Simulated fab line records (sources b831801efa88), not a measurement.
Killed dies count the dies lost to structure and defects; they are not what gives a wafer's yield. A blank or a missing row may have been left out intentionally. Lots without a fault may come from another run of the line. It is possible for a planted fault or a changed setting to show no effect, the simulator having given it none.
A lot that was struck, set against a sound lot | flow gf180mcu | 18 steps out of a route of 602
Sound: the wafers L662.1, L662.2, L662.3. Wafers L673.1, L673.4, L673.6 were the ones struck. Last of all comes the cause.
Order at every step that has rows: each side's tool, ch and its chambers, its first start. Under that, the readings that differ: sound wafers | struck wafers | difference of the means | sigmas: that difference in standard deviations of wafers without a fault.
alike: readings whose means differ by less than 2 such deviations, and words and numbers that are the same on both sides. not compared: withheld readings, readings that some wafer has no value for, bounds like >300 that may hide the same value, and numbers for which the record gives no deviation and whose values overlap.
A row with sigmas, a row that says differs or no value, or rows on one side alone: a step with any of these is where the two part. Non-overlapping numbers with no deviation appear without sigmas and do not part them. A reading that every wafer of one side lacks parts them only if that side has two wafers or more.

GF_POLY_GATE_OVL_MEAS_11:
  struck on overlay-01, day 14 09:19; sound on overlay-01, day 11 04:04
  alike: POLY_GATE_OVL
GF_POLY_GATE_ETCH_12: etches BARC in N2/H2.
  sound on rie-diel-04 ch 0,1,3, day 11 04:06; struck on rie-diel-02 ch 0,1,3, day 14 09:21
  alike: drypump-motor-current-A, oes-product-au, throttle-valve-pct
GF_POLY_GATE_ETCH_13: etches poly-Si in HBr/Cl2, stops on SiO2, target depth 198.5 nm, time 69.6 s.
  sound on rie-si-02 ch 1,2,3, day 11 04:09; struck on rie-si-02 ch 0,1,3, day 14 09:24
  alike: HBr_flow_sccm, drypump-motor-current-A, oes-product-au, throttle-valve-pct
  not compared: rf-hours-counter-h
GF_POLY_GATE_STRIP_14: strips in O2/N2.
  sound on plasma-asher-01 ch 0,1, day 11 04:12; struck on plasma-asher-04 ch 0,1, day 14 09:27
  alike: drypump-motor-current-A, heater-power-w, oes-product-au
  not compared: rf-hours-counter-h
then, 2 steps without rows for these wafers: GF_POLY_GATE_CLEAN_15 (cleans in SC1/SC2, time 150 s); GF_POLY_GATE_OXIDATION_16 (stabilise 600 s, purge 300 s, target thk 4 nm).
GF_POLY_GATE_THK_MEAS_17:
  struck on film-metro-01, day 14 12:16; sound on film-metro-03, day 11 05:36
  alike: POLY_GATE_OXIDATION_THK
GF_POLY_GATE_CD_MEAS_18:
  struck on cd-sem-02, day 14 12:19; sound on cd-sem-02, day 11 05:40
  alike: cd-nm
then, 4 steps without rows for these wafers: GF_HV_LDD_DEHYDRATE_00 (time 60 s); GF_HV_LDD_HMDS_01 (prime time 60 s); GF_HV_LDD_COAT_02 (resist thk 1000 nm); GF_HV_LDD_SOFTBAKE_03 (time 60 s).
GF_HV_LDD_EXPOSE_04: exposes mask Nplus LV AREA, target cd 400 nm.
  sound on iline-stepper-02 ch 0, day 11 14:59; struck on iline-stepper-02 ch 0, day 14 23:34
  reading              | sound                | struck               | difference | sigmas
  exposure-dose-mJ-cm2 | 140.00 139.96 140.13 | 122.89 123.03 122.88 | -17.10     | -99 or more
  alike: mask, stage-vel-mm-s
then, 2 steps without rows for these wafers: GF_HV_LDD_PEB_05; GF_HV_LDD_DEVELOP_06 (develop time 60 s).
GF_HV_LDD_CD_MEAS_07 targets a cd of 400 nm.
  struck on cd-sem-02, day 15 10:04; sound on cd-sem-02, day 12 00:34
  reading    | sound             | struck            | difference | sigmas
  cd-nm (nm) | 404.5 404.5 403.2 | 365.4 365.4 362.3 | -39.7      | -17
GF_HV_LDD_OVL_MEAS_08:
  struck on overlay-02, day 15 10:11; sound on overlay-02, day 12 00:41
  alike: HV_LDD_OVL
following that, these wafers have no rows for 1 step: GF_PASSIVATION_PROBE_99.

## WHERE THEY PART
Last at GF_HV_LDD_CD_MEAS_07 as far as this record goes, first at GF_HV_LDD_EXPOSE_04. Later steps at which nothing parts them and some readings are alike: GF_HV_LDD_OVL_MEAS_08.

WHY: what had been put in by the simulator
Drift in process parameters on iline-stepper-02 at GF_HV_LDD_EXPOSE_04, starting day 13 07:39. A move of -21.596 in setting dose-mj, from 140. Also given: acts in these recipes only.
